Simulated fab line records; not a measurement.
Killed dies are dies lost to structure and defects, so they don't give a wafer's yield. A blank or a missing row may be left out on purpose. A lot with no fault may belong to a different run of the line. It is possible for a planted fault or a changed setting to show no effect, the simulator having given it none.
2 desks, one fault + flow gf180mcu + what lay behind the numbers comes last; until then each desk has only its own

== FOR THE TOOL OWNER'S DESK: pvdSputter-03 ==
The tool's own readings at GF_M1_SPUTTER_03 (material Ti, target thk 10 nm, time 6.7 s): means of the sampled wafers that have a number, for each lot that ran on this tool. If a lot's mean is further than 4 standard deviations from the usual mean, the lot is out of limits and carries the mark OUT (the distance appears in the brackets).
Columns: A = throttleValvePct at GF_M1_SPUTTER_03, usual 29.8 %
| lot  | first seen here | A    |
|------|-----------------|------|
| L955 | day 17 11:56    | 29.2 |
| L969 | day 22 06:18    | 30.1 |
| L971 | day 22 23:07    | 30.6 |
| L972 | day 23 05:07    | 30.8 |
This desk found nothing out of limits on any of the 4 lots.

== THE METROLOGY DESK ==
What the gauges read for every lot (on any tool): the sampled wafers with a number, averaged. If a lot's mean is further than 4 standard deviations from the usual mean, the lot is out of limits and carries the mark OUT (the distance appears in the brackets).
Columns: A = CONTACT_W_RS at GF_CONTACT_RS_MEAS_25, usual 0.384 ohm/sq; B = CONTACT_W_THK at GF_CONTACT_THK_MEAS_26, usual 295 nm
| lot  | first seen here | A     | B   |
|------|-----------------|-------|-----|
| L953 | day 16 07:16    | 0.386 | 294 |
| L955 | day 17 11:19    | 0.384 | 291 |
| L956 | day 17 15:16    | 0.386 | 289 |
| L969 | day 22 05:41    | 0.387 | 297 |
| L971 | day 22 22:28    | 0.385 | 293 |
| L972 | day 23 04:28    | 0.379 | 302 |
| L975 | day 24 01:47    | 0.388 | 293 |
This desk found nothing out of limits on any of the 7 lots.

== TAKEN TOGETHER ==
The tool owner's desk saw nothing out of limits.
From the metrology desk's view, nothing was out of limits.

== WHAT HAD BEEN PUT IN BY THE SIMULATOR ==
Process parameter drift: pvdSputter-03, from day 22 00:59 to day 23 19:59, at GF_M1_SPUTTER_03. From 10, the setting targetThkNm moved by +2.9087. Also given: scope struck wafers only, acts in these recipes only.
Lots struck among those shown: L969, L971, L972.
